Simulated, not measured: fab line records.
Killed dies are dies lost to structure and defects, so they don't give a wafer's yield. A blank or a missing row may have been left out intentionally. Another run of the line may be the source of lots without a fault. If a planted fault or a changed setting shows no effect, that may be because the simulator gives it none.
Matching of chambers | flow gf180mcu | 4 sister chambers for GF_POLY_GATE_ETCH_12 on rieDiel-03
The step etches BARC in N2/H2. 8 wafers are shown with their chamber, then 7 later ones without.

WAFERS WITH THEIR CHAMBER
wafer  | chamber | drypumpMotorCurrentA (A) | n2FlowSccm (sccm)
L721.6 | 0       | 5.4                      | 100.12
L722.5 | 0       | 5.4                      | 100.31
L724.5 | 2       | 4.8                      | 99.38
L736.2 | 1       | 5.4                      | 100.06
L736.4 | 3       | 5.9                      | 100.23
L736.5 | 2       | 4.8                      | 100.57
L737.1 | 1       | 5.5                      | 99.49
L737.2 | 3       | 5.9                      | 99.98

WAFERS MISSING THEIR CHAMBER
wafer  | drypumpMotorCurrentA (A) | n2FlowSccm (sccm)
L737.4 | 4.8                      | 99.70
L738.1 | 4.8                      | 99.72
L738.2 | 5.4                      | 100.18
L738.3 | 5.5                      | 100.33
L744.1 | 4.8                      | 100.08
L744.2 | 5.9                      | 99.96
L744.5 | 5.4                      | 99.82

WHICH CHAMBER EACH ONE RAN IN
wafer  | from the rows above     | in truth
L737.4 | 2                       | 2
L738.1 | 2                       | 2
L738.2 | can't be placed: 0 or 1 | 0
L738.3 | can't be placed: 1 or 0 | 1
L744.1 | 2                       | 2
L744.2 | 3                       | 3
L744.5 | can't be placed: 0 or 1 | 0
4 of 7 placed correctly. Can't be placed from these rows: 3 (the true chamber is among the candidates in 3). 0 placed wrongly.
How it was worked out, from the rows above alone: a wafer's distance from a chamber is the root of the sum, over the readings, of the square of ((its reading less the chamber's mean) divided by the reading's scatter). The wafer belongs to the nearest chamber; if the next one is less than 2 further off, it can't be placed. For every chamber, the mean is computed from those of its wafers that are shown. The scatter: take each reading less its chamber's mean, square it, sum over the shown wafers, divide by the number of wafers less the number of chambers, and take the root.
